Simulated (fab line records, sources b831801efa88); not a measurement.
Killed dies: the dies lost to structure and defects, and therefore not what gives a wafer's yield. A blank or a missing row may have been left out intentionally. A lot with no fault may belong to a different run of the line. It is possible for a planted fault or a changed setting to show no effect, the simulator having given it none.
Struck lot and sound lot, side by side    flow sfq line    41 out of 325 route steps
Sound: wafers L476.2, L476.3, L476.5. Wafers L488.1, L488.2, L488.6 were the ones struck. The cause is named last.
At each step with rows: each side's tool, then ch and its chambers, then its first start. Under that, the readings that differ: sound wafers    struck wafers    difference of the means    sigmas: that difference in standard deviations of wafers without a fault.
alike: readings with means less than 2 such deviations apart, plus words and numbers identical on both sides. not compared: withheld readings, readings lacking a value on some wafer, bounds such as >300 that could conceal the same value, and numbers that have no deviation in the record and whose values overlap.
Wherever a step has rows on one side only, a row that says differs or no value, or a row with sigmas, the two part there. Numbers that don't overlap but have no deviation are shown without sigmas and don't part them. Lack of a reading on every wafer of one side parts them only where that side has two or more wafers.

first, 6 steps without rows for these wafers: SFQ_TRILAYER_L0_VIA_LITHO_COAT_018 (resist thk 62 nm); SFQ_TRILAYER_L0_VIA_LITHO_COAT_013 (resist thk 650 nm); SFQ_TRILAYER_L0_VIA_LITHO_SOFTBAKE_017; SFQ_TRILAYER_L0_VIA_LITHO_EXPOSE_014 (exposes mask L0V, target cd 700 nm); SFQ_TRILAYER_L0_VIA_LITHO_PEB_016 (peb time 60 s); SFQ_TRILAYER_L0_VIA_LITHO_DEVELOP_015 (time 60 s).
SFQ_L0V_OVL_MEAS_903:
  sound on overlay-01 at day 6 08:55; struck on overlay-02 at day 9 14:28
  alike: L0V_OVL
SFQ_TRILAYER_L0_VIA_BARC_OPEN_VIA_ETCH_021: etches BARC in O2, target depth 125 nm, time 41.7 s.
  sound on rie diel-02 ch 0,3, day 6 08:57; struck on rie diel-02 ch 0,1, day 9 14:29
  alike: drypump motor current A, oes product au
  not compared: rf hours counter h
then, 1 step without rows for these wafers: SFQ_TRILAYER_L0_VIA_ETCH_VIA_ETCH_016 (etches SiO2 in CHF3, stops on MoNx KI, target depth 80 nm).
SFQ_TRILAYER_L0_VIA_STRIP_STRIP_017: strips in O2.
  sound on rie metal-03 ch 1, day 6 09:14; struck on rie metal-02 ch 0,1, day 9 14:35
  alike: drypump motor current A, oes product au
  not compared: rf hours counter h
then, 2 steps without rows for these wafers: SFQ_TRILAYER_L0_VIA_STRIP_SOLV_CLEAN_018 (cleans in NMP, time 600 s); SFQ_TRILAYER_M0_DEP_PRE_CLEAN_020 (time 15 s).
SFQ_TRILAYER_M0_DEP_SPUTTER_019: material Nb, target thk 200 nm, time 133.3 s.
  sound on pvd sputter-06 at day 6 10:26; struck on pvd sputter-05 at day 9 15:23
reading                                              sound              struck             difference  sigmas
model.Nb_of_TRILAYER_M0_DEP_SPUTTER_019.thk nm (nm)  193.8 193.2 196.9  242.9 245.5 246.5  +50.3       
  alike: base pressure pa, throttle valve pct
SFQ_M0_RS_MEAS_904: uses a four-point probe to measure.
  sound on film metro-02 at day 6 10:33; struck on film metro-01 at day 9 15:46
reading            sound              struck             difference  sigmas
M0_NB_RS (ohm/sq)  0.920 0.923 0.903  0.732 0.724 0.720  -0.190      -19
  not compared: hold
then, 5 steps without rows for these wafers: SFQ_TRILAYER_M0_LITHO_COAT_021 (resist thk 600 nm); SFQ_TRILAYER_M0_LITHO_SOFTBAKE_025; SFQ_TRILAYER_M0_LITHO_EXPOSE_022 (exposes mask M0, target cd 500 nm); SFQ_TRILAYER_M0_LITHO_PEB_024 (peb time 60 s); SFQ_TRILAYER_M0_LITHO_DEVELOP_023 (time 60 s).
SFQ_M0_OVL_MEAS_906:
  sound on overlay-02 at day 7 23:07; struck on overlay-02 at day 11 04:25
  alike: M0_OVL
SFQ_TRILAYER_M0_BARC_OPEN_METAL_ETCH_031: etches BARC in O2, target depth 125 nm, time 41.7 s.
  sound on rie metal-04 ch 0,1, day 7 23:09; struck on rie metal-03 ch 0,1, day 11 04:26
  alike: drypump motor current A, oes product au
  not compared: rf hours counter h
SFQ_TRILAYER_M0_ETCH_METAL_ETCH_024: etches Nb in Cl2/Ar, stops on SiO2, target depth 240 nm, time 120 s.
  sound on rie metal-04 ch 0,1, day 7 23:13; struck on rie metal-03 ch 0,1, day 11 04:30
reading                sound              struck             difference  sigmas
oes product au (a.u.)  0.884 0.876 0.888  0.996 0.992 0.997  +0.112      +17
  alike: drypump motor current A
  not compared: rf hours counter h
then, 4 steps without rows for these wafers: SFQ_TRILAYER_M0_STRIP_STRIP_025 (strips in O2); SFQ_TRILAYER_M0_STRIP_SOLV_CLEAN_026 (cleans in NMP, time 600 s); SFQ_TRILAYER_I0_DEP_PECVD_027 (deposits SiO2 from SiH4/N2O, time 111.11 s, target thk 500 nm); SFQ_TRILAYER_I0_CMP_CMP_028 (polishes SiO2).
SFQ_I0_BOW_MEAS_907:
  sound on film metro-03 at day 8 23:11; struck on film metro-04 at day 11 16:19
  alike: I0_BOW
SFQ_TRILAYER_I0_METRO_MEASURE_029:
  sound on film metro-03 at day 8 23:29; struck on film metro-04 at day 11 16:26
  alike: thk nm
then, 6 steps without rows for these wafers: SFQ_TRILAYER_I0_VIA_LITHO_COAT_036 (resist thk 62 nm); SFQ_TRILAYER_I0_VIA_LITHO_COAT_031 (resist thk 650 nm); SFQ_TRILAYER_I0_VIA_LITHO_SOFTBAKE_035; SFQ_TRILAYER_I0_VIA_LITHO_EXPOSE_032 (exposes mask I0, target cd 500 nm); SFQ_TRILAYER_I0_VIA_LITHO_PEB_034 (peb time 60 s); SFQ_TRILAYER_I0_VIA_LITHO_DEVELOP_033 (time 60 s).
-- the record jumps here: 4 days lie between the struck wafers' starts before and after --
SFQ_I0_OVL_MEAS_908:
  sound on overlay-02 at day 12 00:05; struck on overlay-02 at day 15 10:32
  alike: I0_OVL
then, 1 step without rows for these wafers: SFQ_TRILAYER_I0_VIA_BARC_OPEN_VIA_ETCH_046 (etches BARC in O2, target depth 125 nm, time 41.7 s).
SFQ_TRILAYER_I0_VIA_ETCH_VIA_ETCH_034: etches SiO2 in CHF3, stops on Nb, target depth 260 nm.
  sound on rie diel-01 ch 1,3, day 12 00:10; struck on rie diel-01 ch 0,2, day 15 10:37
  alike: drypump motor current A, oes product au
then, 3 steps without rows for these wafers: SFQ_TRILAYER_I0_VIA_STRIP_STRIP_035 (strips in O2); SFQ_TRILAYER_I0_VIA_STRIP_SOLV_CLEAN_036 (cleans in NMP, time 600 s); SFQ_TRILAYER_M1_DEP_PRE_CLEAN_038 (time 22.5 s).
-- the record jumps here: 77 days lie between the struck wafers' starts before and after --
SFQ_M8_BOW_MEAS_951:
  sound on film metro-03 at day 85 15:44; struck on film metro-03 at day 92 12:51
reading                        sound                 struck                difference  sigmas
model.etest.m0.comb log10 ohm  12 12 12              0 0 0                 -12         
model.etest.m0.ohm sq          0.9181 0.9206 0.9034  0.7322 0.7246 0.7215  -0.1879     
  alike: M8_BOW

## WHERE THEY PART
First at SFQ_M0_RS_MEAS_904; last, within this record, at SFQ_TRILAYER_M0_ETCH_METAL_ETCH_024. Later steps at which nothing parts them and some readings are alike: SFQ_I0_BOW_MEAS_907, SFQ_TRILAYER_I0_METRO_MEASURE_029, SFQ_I0_OVL_MEAS_908, SFQ_TRILAYER_I0_VIA_ETCH_VIA_ETCH_034, SFQ_M8_BOW_MEAS_951.

WHY: what had been put in by the simulator
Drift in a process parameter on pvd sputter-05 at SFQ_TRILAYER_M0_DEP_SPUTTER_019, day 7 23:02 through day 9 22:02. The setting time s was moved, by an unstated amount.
